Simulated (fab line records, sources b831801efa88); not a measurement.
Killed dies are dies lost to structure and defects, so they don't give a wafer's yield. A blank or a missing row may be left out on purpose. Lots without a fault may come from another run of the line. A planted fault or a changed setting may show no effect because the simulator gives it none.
Which tool did it? | flow gf180mcu | 14 lots, 42 wafers sampled, at 4 steps of a route of 602

WHAT THE GAUGES READ, wafer by wafer
GF_V3_RS_MEAS_24: measures by four-point-probe. Usual: V3_W_RS 0.326 ohm/sq, standard deviation 0.0036.
lot  | measured     | on            | V3_W_RS (ohm/sq)  | flag
L682 | day 22 03:43 | film_metro-01 | 0.324 0.322 0.319 |
L683 | day 22 16:12 | film_metro-01 | 0.321 0.325 0.325 |
L685 | day 23 11:58 | film_metro-03 | 0.328 0.323 0.325 |
L686 | day 23 18:08 | film_metro-03 | 0.326 0.324 0.325 |
L689 | day 24 19:43 | film_metro-04 | 0.330 0.328 0.327 |
L687 | day 24 20:56 | film_metro-04 | 0.334 0.330 0.331 |
L690 | day 25 06:44 | film_metro-04 | 0.329 0.328 0.327 |
L691 | day 25 19:26 | film_metro-01 | 0.324 0.328 0.326 |
L692 | day 25 20:02 | film_metro-04 | 0.327 0.327 0.329 |
L694 | day 26 13:03 | film_metro-04 | 0.325 0.329 0.327 |
L695 | day 27 09:47 | film_metro-03 | 0.331 0.327 0.329 |
L696 | day 27 12:52 | film_metro-01 | 0.328 0.324 0.326 |
L702 | day 29 05:22 | film_metro-04 | 0.320 0.326 0.322 |
L704 | day 29 13:26 | film_metro-03 | 0.325 0.327 0.328 |

WHICH TOOL RAN EACH LOT (tool, then ch and the chambers of the sampled wafers, then the start)
lot  | GF_M3_SPUTTER_00             | GF_V3_DEVELOP_13                  | GF_V3_SPUTTER_22
L682 | pvd_sputter-03, day 20 01:02 | litho_track-03 ch 0, day 22 02:32 | pvd_sputter-04, day 22 03:32
L683 | pvd_sputter-01, day 20 13:58 | litho_track-01 ch 0, day 22 15:01 | pvd_sputter-01, day 22 16:02
L685 | pvd_sputter-03, day 21 10:35 | litho_track-04 ch 0, day 23 10:47 | pvd_sputter-04, day 23 11:49
L686 | pvd_sputter-01, day 21 16:49 | litho_track-04 ch 0, day 23 16:58 | pvd_sputter-03, day 23 17:58
L689 | pvd_sputter-03, day 22 20:07 | litho_track-04 ch 0, day 24 18:29 | pvd_sputter-04, day 24 19:34
L687 | pvd_sputter-01, day 22 22:15 | litho_track-01 ch 0, day 24 19:40 | pvd_sputter-04, day 24 20:43
L690 | pvd_sputter-03, day 23 07:31 | litho_track-03 ch 0, day 25 05:34 | pvd_sputter-03, day 25 06:35
L691 | pvd_sputter-03, day 23 21:23 | litho_track-03 ch 0, day 25 18:14 | pvd_sputter-04, day 25 19:16
L692 | pvd_sputter-01, day 23 23:14 | litho_track-01 ch 0, day 25 18:50 | pvd_sputter-03, day 25 19:52
L694 | pvd_sputter-03, day 24 15:22 | litho_track-01 ch 0, day 26 11:52 | pvd_sputter-03, day 26 12:52
L695 | pvd_sputter-03, day 25 13:27 | litho_track-01 ch 0, day 27 08:31 | pvd_sputter-01, day 27 09:37
L696 | pvd_sputter-01, day 25 16:11 | litho_track-04 ch 0, day 27 11:35 | pvd_sputter-04, day 27 12:43
L702 | pvd_sputter-02, day 27 11:23 | litho_track-04 ch 0, day 29 04:11 | pvd_sputter-03, day 29 05:11
L704 | pvd_sputter-01, day 27 20:49 | litho_track-03 ch 0, day 29 12:13 | pvd_sputter-01, day 29 13:17
- GF_M3_SPUTTER_00: material Ti, target thk 37.5 nm, time 150 s.
- GF_V3_DEVELOP_13: develop time 60 s.
- GF_V3_SPUTTER_22: material TiN, target thk 10 nm, time 40 s.

WHAT THE TOOLS THEMSELVES READ (means of the sampled wafers that have a number; where no wafer has one, the mark that the record gives instead)
GF_M3_SPUTTER_00. Usual: substrate_temp_c 199.99 C, standard deviation 0.14; throttle_valve_pct 30.0 %, standard deviation 1.1.
lot  | tool           | substrate_temp_c (C) | throttle_valve_pct (%) | flag
L682 | pvd_sputter-03 | 199.96               | 29.8                   |
L683 | pvd_sputter-01 | 200.17               | 30.8                   |
L685 | pvd_sputter-03 | 200.03               | 29.4                   |
L686 | pvd_sputter-01 | 200.05               | 31.0                   |
L689 | pvd_sputter-03 | 199.97               | 29.5                   |
L687 | pvd_sputter-01 | 199.92               | 30.9                   |
L690 | pvd_sputter-03 | 200.06               | 29.6                   |
L691 | pvd_sputter-03 | 199.96               | 29.0                   |
L692 | pvd_sputter-01 | 199.84               | 30.7                   |
L694 | pvd_sputter-03 | 199.98               | 29.0                   |
L695 | pvd_sputter-03 | 199.89               | 29.6                   |
L696 | pvd_sputter-01 | 200.03               | 30.1                   |
L702 | pvd_sputter-02 | 200.13               | 30.6                   |
L704 | pvd_sputter-01 | 199.92               | 30.9                   |

GF_V3_DEVELOP_13. Usual: developer_temp_C 20.97 C, standard deviation 0.087.
lot  | tool           | developer_temp_C (C) | flag
L682 | litho_track-03 | 20.83                |
L683 | litho_track-01 | 20.93                |
L685 | litho_track-04 | 20.99                |
L686 | litho_track-04 | 21.01                |
L689 | litho_track-04 | 20.97                |
L687 | litho_track-01 | 20.88                |
L690 | litho_track-03 | 20.94                |
L691 | litho_track-03 | 21.01                |
L692 | litho_track-01 | 21.03                |
L694 | litho_track-01 | 18.90                | OFF
L695 | litho_track-01 | 18.91                | OFF
L696 | litho_track-04 | 20.89                |
L702 | litho_track-04 | 20.95                |
L704 | litho_track-03 | 20.91                |

GF_V3_SPUTTER_22. Usual: throttle_valve_pct 29.5 %, standard deviation 1.2.
lot  | tool           | throttle_valve_pct (%) | flag
L682 | pvd_sputter-04 | 28.6                   |
L683 | pvd_sputter-01 | 30.7                   |
L685 | pvd_sputter-04 | 30.6                   |
L686 | pvd_sputter-03 | 28.5                   |
L689 | pvd_sputter-04 | 28.6                   |
L687 | pvd_sputter-04 | 28.9                   |
L690 | pvd_sputter-03 | 29.5                   |
L691 | pvd_sputter-04 | 29.9                   |
L692 | pvd_sputter-03 | 30.1                   |
L694 | pvd_sputter-03 | 28.4                   |
L695 | pvd_sputter-01 | 31.6                   |
L696 | pvd_sputter-04 | 29.1                   |
L702 | pvd_sputter-03 | 28.9                   |
L704 | pvd_sputter-01 | 30.9                   |

THE ANSWER, worked out from the rows above alone
Rule: a lot is off if the mean of its wafers that have a number lies more than 3 standard deviations from the usual mean. A lot without any number at a reading at which 4 lots or more have one is off too. The other lots that the step has rows for count as sound. The gauges are gone through in route order, then the tools' own readings, and for those a lot's mean is taken as printed above. The first step at which some lot is off is used, and at that step the reading that is off furthest; a lot without a number counts as furthest.
Off: L694, L695, at GF_V3_DEVELOP_13 (developer_temp_C).
A tool fits if, at that step or a process step before it, it ran every lot that is off, and no sound lot after the first of them. Can't be told from this: 2 tools fit, pvd_sputter-03 at GF_M3_SPUTTER_00, litho_track-01 at GF_V3_DEVELOP_13.

WHAT THE SIMULATOR HAD PUT IN
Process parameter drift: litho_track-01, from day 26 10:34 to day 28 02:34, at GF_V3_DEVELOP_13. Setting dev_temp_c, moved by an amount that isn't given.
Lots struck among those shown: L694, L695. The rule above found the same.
